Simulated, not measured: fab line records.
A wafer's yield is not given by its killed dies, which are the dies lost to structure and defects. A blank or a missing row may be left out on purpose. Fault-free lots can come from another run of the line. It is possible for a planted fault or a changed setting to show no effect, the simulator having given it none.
Which tool did it? + flow sky130 + 13 lots with 39 wafers sampled at 4 steps, on a route of 708 steps

## WHAT EACH GAUGE READ, for each wafer
SKY_PAD_OPEN_BOW_MEAS_13.
| lot  | measured     | on            | PAD_OPEN_BOW (um) |
|------|--------------|---------------|-------------------|
| L476 | day 46 02:41 | film-metro-02 | 61 57 55          |
| L475 | day 46 03:56 | film-metro-03 | 53 39 45          |
| L478 | day 46 23:47 | film-metro-01 | 60 56 47          |
| L477 | day 47 01:51 | film-metro-01 | 51 52 44          |
| L482 | day 48 02:37 | film-metro-01 | 56 68 43          |
| L483 | day 48 04:19 | film-metro-03 | 44 50 62          |
| L484 | day 48 15:41 | film-metro-03 | 57 52 57          |
| L488 | day 49 01:49 | film-metro-02 | 39 40 48          |
| L487 | day 49 04:11 | film-metro-03 | 21 36 34          |
| L490 | day 49 10:58 | film-metro-02 | 43 41 33          |
| L492 | day 49 22:10 | film-metro-03 | 43 40 31          |
| L495 | day 50 15:29 | film-metro-01 | 50 53 54          |
| L496 | day 51 00:03 | film-metro-02 | 58 41 47          |

## WHICH TOOL RAN EACH LOT (tool, then ch and the chambers of the sampled wafers, then the start)
| lot  | SKY_LI_CONTACT_PRE_CLEAN_18  | SKY_VIA4_SPUTTER_17          | SKY_PAD_OPEN_STRIP_08                |
|------|------------------------------|------------------------------|--------------------------------------|
| L476 | pvd-sputter-02, day 29 16:01 | pvd-sputter-02, day 43 04:57 | plasma-asher-01 ch 1, day 46 00:34   |
| L475 | pvd-sputter-03, day 29 18:04 | pvd-sputter-01, day 43 07:33 | plasma-asher-01 ch 0,1, day 46 01:50 |
| L478 | pvd-sputter-02, day 30 18:37 | pvd-sputter-03, day 44 04:11 | plasma-asher-04 ch 0,1, day 46 21:40 |
| L477 | pvd-sputter-02, day 31 00:52 | pvd-sputter-03, day 44 06:31 | plasma-asher-04 ch 0,1, day 46 23:44 |
| L482 | pvd-sputter-02, day 32 06:15 | pvd-sputter-02, day 45 09:21 | plasma-asher-01 ch 0,1, day 48 00:31 |
| L483 | pvd-sputter-02, day 32 11:02 | pvd-sputter-01, day 45 11:22 | plasma-asher-04 ch 0,1, day 48 02:13 |
| L484 | pvd-sputter-02, day 33 05:07 | pvd-sputter-01, day 45 23:16 | plasma-asher-02 ch 0,1, day 48 13:34 |
| L488 | pvd-sputter-01, day 33 16:58 | pvd-sputter-03, day 46 11:49 | plasma-asher-02 ch 0,1, day 48 23:40 |
| L487 | pvd-sputter-03, day 33 23:01 | pvd-sputter-02, day 46 13:19 | plasma-asher-04 ch 0,1, day 49 02:04 |
| L490 | pvd-sputter-03, day 34 05:28 | pvd-sputter-01, day 46 20:58 | plasma-asher-04 ch 0,1, day 49 08:52 |
| L492 | pvd-sputter-01, day 35 02:14 | pvd-sputter-03, day 47 11:43 | plasma-asher-04 ch 0,1, day 49 20:04 |
| L495 | pvd-sputter-03, day 36 02:07 | pvd-sputter-01, day 48 08:30 | plasma-asher-04 ch 0,1, day 50 13:13 |
| L496 | pvd-sputter-02, day 36 21:53 | pvd-sputter-02, day 48 19:07 | plasma-asher-04 ch 0,1, day 50 21:55 |
- SKY_LI_CONTACT_PRE_CLEAN_18: time 5.6 s.
- SKY_VIA4_SPUTTER_17: material TiN, target thk 20 nm, time 80 s.
- SKY_PAD_OPEN_STRIP_08: strips in O2/N2.

## WHAT THE TOOLS THEMSELVES READ (means of the sampled wafers that have a number; where no wafer has one, the mark that the record gives instead)
SKY_VIA4_SPUTTER_17.
| lot  | tool           | throttle-valve-pct (%) |
|------|----------------|------------------------|
| L476 | pvd-sputter-02 | 31.0                   |
| L475 | pvd-sputter-01 | 29.7                   |
| L478 | pvd-sputter-03 | 29.2                   |
| L477 | pvd-sputter-03 | 29.4                   |
| L482 | pvd-sputter-02 | 30.4                   |
| L483 | pvd-sputter-01 | 30.0                   |
| L484 | pvd-sputter-01 | 29.4                   |
| L488 | pvd-sputter-03 | 29.3                   |
| L487 | pvd-sputter-02 | 30.6                   |
| L490 | pvd-sputter-01 | 29.5                   |
| L492 | pvd-sputter-03 | 29.4                   |
| L495 | pvd-sputter-01 | 29.7                   |
| L496 | pvd-sputter-02 | 30.1                   |

SKY_PAD_OPEN_STRIP_08.
| lot  | tool            | drypump-motor-current-A (A) | oes-product-au (a.u.) | strip-time-to-endpoint-s (s) |
|------|-----------------|-----------------------------|-----------------------|------------------------------|
| L476 | plasma-asher-01 | 6.3                         | 0.666                 | 37.14                        |
| L475 | plasma-asher-01 | 5.6                         | 0.660                 | 37.17                        |
| L478 | plasma-asher-04 | 5.7                         | 0.660                 | 37.06                        |
| L477 | plasma-asher-04 | 6.2                         | 0.661                 | 37.06                        |
| L482 | plasma-asher-01 | 6.0                         | 0.659                 | 37.17                        |
| L483 | plasma-asher-04 | 6.2                         | 0.664                 | 36.99                        |
| L484 | plasma-asher-02 | 5.8                         | 0.658                 | 37.10                        |
| L488 | plasma-asher-02 | 5.8                         | 0.666                 | 37.06                        |
| L487 | plasma-asher-04 | 6.2                         | 0.658                 | 36.94                        |
| L490 | plasma-asher-04 | 5.7                         | 0.664                 | 37.12                        |
| L492 | plasma-asher-04 | 6.2                         | 0.661                 | 37.19                        |
| L495 | plasma-asher-04 | 5.8                         | 0.663                 | 36.89                        |
| L496 | plasma-asher-04 | 6.2                         | 0.665                 | 37.13                        |

## THE ANSWER, worked out from the rows above alone
Rule: usual is defined by the lots themselves. Put in order of their means at a reading, lots are off if they are a third of the lots or fewer, leave a main group of 4 or more, and stand apart from it by a gap of 3 or more times the standard deviation of the main group's means; of several such gaps the widest counts. A main group whose means are all the same, to the digits that the tables above print for the reading, isn't used. Also off: a lot with no number at a reading for which 4 or more lots have one. The other lots that the step has rows for count as sound. First the gauges in route order, then the tools' own readings, where a lot's mean is used as printed above. The first step at which some lot is off is used, and at that step the reading that is off furthest; a lot without a number counts as furthest.
No lot is off on any of the readings shown, so nothing can be concluded from this.

## WHAT HAD BEEN PUT IN BY THE SIMULATOR
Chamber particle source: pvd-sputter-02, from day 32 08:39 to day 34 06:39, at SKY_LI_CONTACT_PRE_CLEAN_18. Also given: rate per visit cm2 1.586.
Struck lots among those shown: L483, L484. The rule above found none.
